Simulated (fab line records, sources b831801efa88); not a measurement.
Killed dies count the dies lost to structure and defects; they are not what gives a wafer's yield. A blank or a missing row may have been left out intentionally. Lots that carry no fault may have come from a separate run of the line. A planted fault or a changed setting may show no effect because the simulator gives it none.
Which tool did it? | flow sky130 | 6 lots (18 wafers sampled), 1 step of a 708-step route

== WHAT THE GAUGES READ, wafer by wafer ==
SKY_VIA1_CD_MEAS_12: the cd target is 150 nm.
lot  | measured     | on       | cdNm (nm)
L853 | day 34 16:38 | cdSem-01 | 151.0 152.8 150.7
L856 | day 35 06:44 | cdSem-01 | 150.3 150.0 149.2
L860 | day 36 12:41 | cdSem-01 | 148.9 147.1 148.2
L864 | day 38 04:07 | cdSem-01 | 151.5 151.5 151.1
L870 | day 39 16:25 | cdSem-01 | 147.4 148.2 148.1
L872 | day 40 09:37 | cdSem-01 | 146.4 148.0 146.9

== TOOL THAT RAN EACH LOT (tool first, then ch and the chambers of the sampled wafers, then the start) ==
Record: no process step prior to these readings.

== THE ANSWER, worked out from the rows above alone ==
Rule: what is usual is taken from the lots themselves. Put in order of their means at a reading, lots are off if they are a third of the lots or fewer, leave a main group of 4 or more, and stand apart from it by a gap of 3 or more times the standard deviation of the main group's means; of several such gaps the widest counts. Not used: any main group whose means are identical at the precision the tables above print for the reading. A lot without any number at a reading at which 4 lots or more have one is off too. Where the step has rows for the other lots, those lots are counted as sound.
Across all readings shown, no lot is off: no conclusion can be drawn from this.

== WHAT THE SIMULATOR HAD PUT IN ==
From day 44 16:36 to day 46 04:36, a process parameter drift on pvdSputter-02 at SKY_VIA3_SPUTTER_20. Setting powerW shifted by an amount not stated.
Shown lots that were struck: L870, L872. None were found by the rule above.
